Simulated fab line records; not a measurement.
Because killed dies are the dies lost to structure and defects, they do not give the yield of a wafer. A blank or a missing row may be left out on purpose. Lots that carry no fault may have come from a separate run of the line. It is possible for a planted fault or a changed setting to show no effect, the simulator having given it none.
Problem report, 8D (eight disciplines) form, completed by code || flow sfqLine || the parts of the form that need people (team, actions taken, sign-off) are left out

1. WHAT WENT WRONG
At SFQ_TRILAYER_I1_METRO_MEASURE_047, thkNm averages 504.1 nm over 6 wafers from 2 lots, while fault-free wafers read 199.9 nm, standard deviation 0.91. That is +99 or more standard deviations from the usual mean.
Earliest sighting: wafer L233.2 on filmMetro-02 at day 17 21:31. At this step, 42 wafers from 14 lots have a number in the record. By rule, "out" or "out of limits" means more than 4 standard deviations away from the usual mean. The other wafers with a number count as sound.

2. WHAT IT IS, AND WHAT IT ISN'T
{"question": "which readings at this step", "is": "thkNm", "is not": "-"}
{"question": "which lots", "is": "L233, L234", "is not": "L232, L236, L239, L240, L241, L243, L244, L245, L247, L249, L251, L252"}
{"question": "which wafers of those lots", "is": "all that have a number", "is not": "-"}
{"question": "read on which tools", "is": "filmMetro-02, filmMetro-04", "is not": "filmMetro-01"}
{"question": "when", "is": "from day 17 21:31", "is not": "up to then (3 sound wafers); but 33 sound wafers of L236, L239, L240, L241, L243, L244, L245, L247, L249, L251, L252 came after"}

3. THE SUSPECTS, EACH WITH WHAT RULES IT OUT
Counting: any tool at a process step up to the reading is kept as a suspect provided that every lot that is out went through it and no sound lot did after the first of them.
- cmp-02 at SFQ_TRILAYER_I1_CMP_CMP_046 (polishes SiO2): ruled out as a lasting fault. Following L233 (day 17 18:11), the first lot on it that is out, the sound lots L236, L240, L241, L244, L249, L252 were run on it.
Left after counting: nothing in the record.

4. THE CAUSE (what the simulator had put in)
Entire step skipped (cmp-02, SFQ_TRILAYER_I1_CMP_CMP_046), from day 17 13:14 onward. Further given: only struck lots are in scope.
It was ruled out by counting, in error; the rule expects a fault to strike all lots run on its tool from its start on, and this fault did not.

5. THE CHAIN OF EFFECTS, in route order
Rows list readings where the struck wafers' mean (over those with a number) sits beyond 3 standard deviations from the usual. Scope: only readings with a usual standard deviation given in the record; hours: median across lots of the time from each lot's start at the first step in this table that gives one to its start at this step; sigmas: change in usual standard deviations.
{"hours": 0, "step": "SFQ_TRILAYER_I1_METRO_MEASURE_047", "reading": "thkNm", "usual": "199.9 nm", "on struck wafers": 504.1, "change": "+304.2", "sigmas": "+99 or more"}
{"hours": 158, "step": "SFQ_TRILAYER_I1_VIA_ETCH_VIA_ETCH_052", "reading": "oesProductAu", "usual": "0.854 a.u.", "on struck wafers": 1.633, "change": "+0.779", "sigmas": "+99 or more"}
Its process steps:
- SFQ_TRILAYER_I1_METRO_MEASURE_047
- SFQ_TRILAYER_I1_VIA_ETCH_VIA_ETCH_052: etches SiO2 in CHF3, stops on Nb, target depth 260 nm.
Readings that are blank on the struck wafers while sound wafers have them: edgeZonePressureFrac at SFQ_TRILAYER_I1_CMP_CMP_046; headPressurePsi at SFQ_TRILAYER_I1_CMP_CMP_046; motorCurrentA at SFQ_TRILAYER_I1_CMP_CMP_046; retainingRingPressureFrac at SFQ_TRILAYER_I1_CMP_CMP_046; timeToEndpointS at SFQ_TRILAYER_I1_CMP_CMP_046.

6. HOW IT WOULD HAVE BEEN CAUGHT EARLIER
First out-of-limits reading in this record: day 17 21:31, which is 8 hours after fault onset at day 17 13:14.
At SFQ_TRILAYER_I1_CMP_CMP_046 the tool's readings are blank on the struck wafers, where sound wafers have them: an empty tool record is the first sign, and it was there at once.
